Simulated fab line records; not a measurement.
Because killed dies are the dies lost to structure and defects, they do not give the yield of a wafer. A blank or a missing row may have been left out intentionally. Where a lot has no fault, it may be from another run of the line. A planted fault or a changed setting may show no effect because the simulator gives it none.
The tool behind it: which one? / flow sky130 / 15 lots, 45 wafers sampled, at 5 steps of a route of 708

## WHAT THE GAUGES READ, wafer by wafer
SKY_NWELL_RS_MEAS_29: measurement is done with a four-point probe. Usual: for NWELL_RS the level is 625.5 ohm/sq and the standard deviation is 1.6.
lot=L520; measured=day 5 05:19; on=filmMetro-04; NWELL_RS (ohm/sq)=626.4 626.4 625.1; flag=
lot=L525; measured=day 6 11:25; on=filmMetro-01; NWELL_RS (ohm/sq)=623.6 623.8 624.0; flag=
lot=L526; measured=day 6 22:07; on=filmMetro-01; NWELL_RS (ohm/sq)=627.3 626.7 626.6; flag=
lot=L528; measured=day 7 09:26; on=filmMetro-04; NWELL_RS (ohm/sq)=624.1 623.5 624.8; flag=
lot=L530; measured=day 7 19:29; on=filmMetro-02; NWELL_RS (ohm/sq)=627.2 626.2 626.8; flag=
lot=L532; measured=day 8 08:55; on=filmMetro-02; NWELL_RS (ohm/sq)=649.5 651.4 648.5; flag=OFF
lot=L533; measured=day 8 13:19; on=filmMetro-02; NWELL_RS (ohm/sq)=651.7 652.2 652.9; flag=OFF
lot=L534; measured=day 8 18:16; on=filmMetro-02; NWELL_RS (ohm/sq)=650.8 653.2 652.4; flag=OFF
lot=L535; measured=day 9 03:52; on=filmMetro-04; NWELL_RS (ohm/sq)=624.2 625.7 625.7; flag=
lot=L537; measured=day 9 14:10; on=filmMetro-02; NWELL_RS (ohm/sq)=626.7 628.0 625.7; flag=
lot=L539; measured=day 10 01:42; on=filmMetro-04; NWELL_RS (ohm/sq)=621.7 620.4 623.7; flag=
lot=L540; measured=day 10 11:32; on=filmMetro-01; NWELL_RS (ohm/sq)=625.9 625.9 625.0; flag=
lot=L541; measured=day 10 18:00; on=filmMetro-04; NWELL_RS (ohm/sq)=622.6 623.4 625.4; flag=
lot=L542; measured=day 11 05:24; on=filmMetro-04; NWELL_RS (ohm/sq)=625.6 626.2 625.1; flag=
lot=L543; measured=day 11 10:16; on=filmMetro-02; NWELL_RS (ohm/sq)=627.6 626.5 627.2; flag=

SKY_SD_P_TW_MEAS_11. Usual: for SD_P_TW the level is 2828 and the standard deviation is 28.
lot=L520; measured=day 25 10:58; on=filmMetro-04; SD_P_TW=2806 2817 2808; flag=
lot=L525; measured=day 27 13:55; on=filmMetro-02; SD_P_TW=2861 2860 2859; flag=
lot=L526; measured=day 28 02:42; on=filmMetro-02; SD_P_TW=2830 2833 2832; flag=
lot=L528; measured=day 28 16:26; on=filmMetro-04; SD_P_TW=2818 2814 2809; flag=
lot=L530; measured=day 29 16:42; on=filmMetro-02; SD_P_TW=2877 2877 2878; flag=
lot=L535; measured=day 30 15:06; on=filmMetro-02; SD_P_TW=2837 2849 2830; flag=
lot=L537; measured=day 31 08:36; on=filmMetro-04; SD_P_TW=2797 2790 2795; flag=
lot=L539; measured=day 31 19:11; on=filmMetro-02; SD_P_TW=2838 2838 2847; flag=
lot=L540; measured=day 32 04:11; on=filmMetro-04; SD_P_TW=2785 2786 2785; flag=
lot=L541; measured=day 32 15:59; on=filmMetro-04; SD_P_TW=2787 2794 2782; flag=
lot=L542; measured=day 33 12:49; on=filmMetro-03; SD_P_TW=2857 2858 2836; flag=
lot=L543; measured=day 33 17:04; on=filmMetro-04; SD_P_TW=2825 2807 2809; flag=

SKY_LI_CONTACT_THK_MEAS_01. Usual: for LI_CONTACT_HDPCVD_THK the level is 931 nm and the standard deviation is 10.
lot=L520; measured=day 27 22:49; on=filmMetro-03; LI_CONTACT_HDPCVD_THK (nm)=935 944 933; flag=
lot=L525; measured=day 30 01:04; on=filmMetro-02; LI_CONTACT_HDPCVD_THK (nm)=923 919 918; flag=
lot=L526; measured=day 30 13:25; on=filmMetro-04; LI_CONTACT_HDPCVD_THK (nm)=913 924 917; flag=
lot=L528; measured=day 31 02:34; on=filmMetro-02; LI_CONTACT_HDPCVD_THK (nm)=931 941 929; flag=
lot=L530; measured=day 32 00:31; on=filmMetro-04; LI_CONTACT_HDPCVD_THK (nm)=913 929 922; flag=
lot=L535; measured=day 33 00:10; on=filmMetro-02; LI_CONTACT_HDPCVD_THK (nm)=944 933 927; flag=
lot=L537; measured=day 33 16:25; on=filmMetro-02; LI_CONTACT_HDPCVD_THK (nm)=926 925 937; flag=
lot=L539; measured=day 34 04:32; on=filmMetro-03; LI_CONTACT_HDPCVD_THK (nm)=941 951 944; flag=
lot=L540; measured=day 34 12:02; on=filmMetro-03; LI_CONTACT_HDPCVD_THK (nm)=928 940 929; flag=
lot=L541; measured=day 34 23:43; on=filmMetro-04; LI_CONTACT_HDPCVD_THK (nm)=946 929 932; flag=
lot=L542; measured=day 35 19:21; on=filmMetro-02; LI_CONTACT_HDPCVD_THK (nm)=940 926 932; flag=
lot=L543; measured=day 35 23:04; on=filmMetro-02; LI_CONTACT_HDPCVD_THK (nm)=941 940 948; flag=

SKY_LI_CONTACT_OVL_MEAS_13. Usual: for LI_CONTACT_OVL the level is -1 nm and the standard deviation is 4.8.
lot=L520; measured=day 29 05:21; on=overlay-01; LI_CONTACT_OVL (nm)=-8 -3 -8; flag=
lot=L525; measured=day 31 06:16; on=overlay-01; LI_CONTACT_OVL (nm)=0 -1 -10; flag=
lot=L526; measured=day 31 17:38; on=overlay-01; LI_CONTACT_OVL (nm)=-8 1 0; flag=
lot=L528; measured=day 32 05:49; on=overlay-02; LI_CONTACT_OVL (nm)=8 -2 -3; flag=
lot=L530; measured=day 33 04:41; on=overlay-02; LI_CONTACT_OVL (nm)=6 10 -1; flag=
lot=L535; measured=day 34 03:53; on=overlay-01; LI_CONTACT_OVL (nm)=2 -10 -4; flag=
lot=L537; measured=day 34 19:44; on=overlay-01; LI_CONTACT_OVL (nm)=2 -3 0; flag=
lot=L539; measured=day 35 07:35; on=overlay-01; LI_CONTACT_OVL (nm)=1 9 2; flag=
lot=L540; measured=day 35 15:09; on=overlay-01; LI_CONTACT_OVL (nm)=0 2 -8; flag=
lot=L541; measured=day 36 01:41; on=overlay-01; LI_CONTACT_OVL (nm)=5 3 1; flag=
lot=L542; measured=day 36 21:25; on=overlay-01; LI_CONTACT_OVL (nm)=0 -4 -7; flag=
lot=L543; measured=day 37 01:41; on=overlay-02; LI_CONTACT_OVL (nm)=3 7 1; flag=

## TOOL THAT RAN EACH LOT (tool first, then ch and the chambers of the sampled wafers, then the start)
lot=L520; SKY_NWELL_IMPLANT_13=implanter-04 ch 0, day 4 11:31
lot=L525; SKY_NWELL_IMPLANT_13=implanter-01 ch 0, day 5 16:20
lot=L526; SKY_NWELL_IMPLANT_13=implanter-04 ch 0, day 6 02:32
lot=L528; SKY_NWELL_IMPLANT_13=implanter-02 ch 0, day 6 12:57
lot=L530; SKY_NWELL_IMPLANT_13=implanter-01 ch 0, day 6 23:07
lot=L532; SKY_NWELL_IMPLANT_13=implanter-01, day 7 12:31
lot=L533; SKY_NWELL_IMPLANT_13=implanter-04, day 7 16:52
lot=L534; SKY_NWELL_IMPLANT_13=implanter-01, day 7 20:56
lot=L535; SKY_NWELL_IMPLANT_13=implanter-02 ch 0, day 8 06:34
lot=L537; SKY_NWELL_IMPLANT_13=implanter-01 ch 0, day 8 16:02
lot=L539; SKY_NWELL_IMPLANT_13=implanter-04 ch 0, day 9 02:23
lot=L540; SKY_NWELL_IMPLANT_13=implanter-02 ch 0, day 9 12:33
lot=L541; SKY_NWELL_IMPLANT_13=implanter-02 ch 0, day 9 18:29
lot=L542; SKY_NWELL_IMPLANT_13=implanter-02 ch 0, day 10 04:44
lot=L543; SKY_NWELL_IMPLANT_13=implanter-04 ch 0, day 10 10:15
- SKY_NWELL_IMPLANT_13

## WHAT THE TOOLS THEMSELVES READ (means of the sampled wafers that have a number; where no wafer has one, the mark that the record gives instead)
SKY_NWELL_IMPLANT_13. Usual: beamEnergyKeV 49.999, standard deviation 0.013; beamOnS 10.01 s, standard deviation 0.18; doseIonsCm2 6.999e+11, standard deviation 8e+08.
lot=L520; tool=implanter-04; beamEnergyKeV=50.004; beamOnS (s)=10.08; doseIonsCm2=6.999e+11; flag=
lot=L525; tool=implanter-01; beamEnergyKeV=50.006; beamOnS (s)=9.90; doseIonsCm2=6.998e+11; flag=
lot=L526; tool=implanter-04; beamEnergyKeV=49.992; beamOnS (s)=10.14; doseIonsCm2=6.996e+11; flag=
lot=L528; tool=implanter-02; beamEnergyKeV=49.996; beamOnS (s)=10.04; doseIonsCm2=7.003e+11; flag=
lot=L530; tool=implanter-01; beamEnergyKeV=49.994; beamOnS (s)=9.91; doseIonsCm2=7.000e+11; flag=
lot=L532; tool=implanter-01; beamEnergyKeV=-; beamOnS (s)=-; doseIonsCm2=-; flag=OFF
lot=L533; tool=implanter-04; beamEnergyKeV=-; beamOnS (s)=-; doseIonsCm2=-; flag=OFF
lot=L534; tool=implanter-01; beamEnergyKeV=-; beamOnS (s)=-; doseIonsCm2=-; flag=OFF
lot=L535; tool=implanter-02; beamEnergyKeV=50.000; beamOnS (s)=10.06; doseIonsCm2=6.995e+11; flag=
lot=L537; tool=implanter-01; beamEnergyKeV=50.003; beamOnS (s)=10.28; doseIonsCm2=6.991e+11; flag=
lot=L539; tool=implanter-04; beamEnergyKeV=49.986; beamOnS (s)=9.98; doseIonsCm2=6.998e+11; flag=
lot=L540; tool=implanter-02; beamEnergyKeV=50.001; beamOnS (s)=10.05; doseIonsCm2=6.999e+11; flag=
lot=L541; tool=implanter-02; beamEnergyKeV=50.012; beamOnS (s)=10.19; doseIonsCm2=7.008e+11; flag=
lot=L542; tool=implanter-02; beamEnergyKeV=49.993; beamOnS (s)=9.88; doseIonsCm2=7.006e+11; flag=
lot=L543; tool=implanter-04; beamEnergyKeV=50.011; beamOnS (s)=9.82; doseIonsCm2=6.999e+11; flag=

## THE ANSWER, worked out from the rows above alone
Rule: take the mean of a lot's wafers that have a number; if it is more than 3 standard deviations from the usual mean, the lot is off. A lot without any number at a reading at which 4 lots or more have one is off too. The other lots that the step has rows for count as sound. After the gauges, taken in route order, come the tools' own readings; for these a lot's mean is taken, as printed above. The first step at which some lot is off is used, and at that step the reading that is off furthest; a lot without a number counts as furthest.
Off: L532, L533, L534, seen at SKY_NWELL_RS_MEAS_29 (NWELL_RS).
A tool fits if, at a process step before that reading, it ran every lot that is off, and no sound lot after the first of them. Not tried: the gauges at SKY_NWELL_RS_MEAS_29; whatever is off there is also off at SKY_NWELL_IMPLANT_13, on other tools, and gauge error can't account for it. Not one of the candidates tried fits.

## WHAT HAD BEEN PUT IN BY THE SIMULATOR
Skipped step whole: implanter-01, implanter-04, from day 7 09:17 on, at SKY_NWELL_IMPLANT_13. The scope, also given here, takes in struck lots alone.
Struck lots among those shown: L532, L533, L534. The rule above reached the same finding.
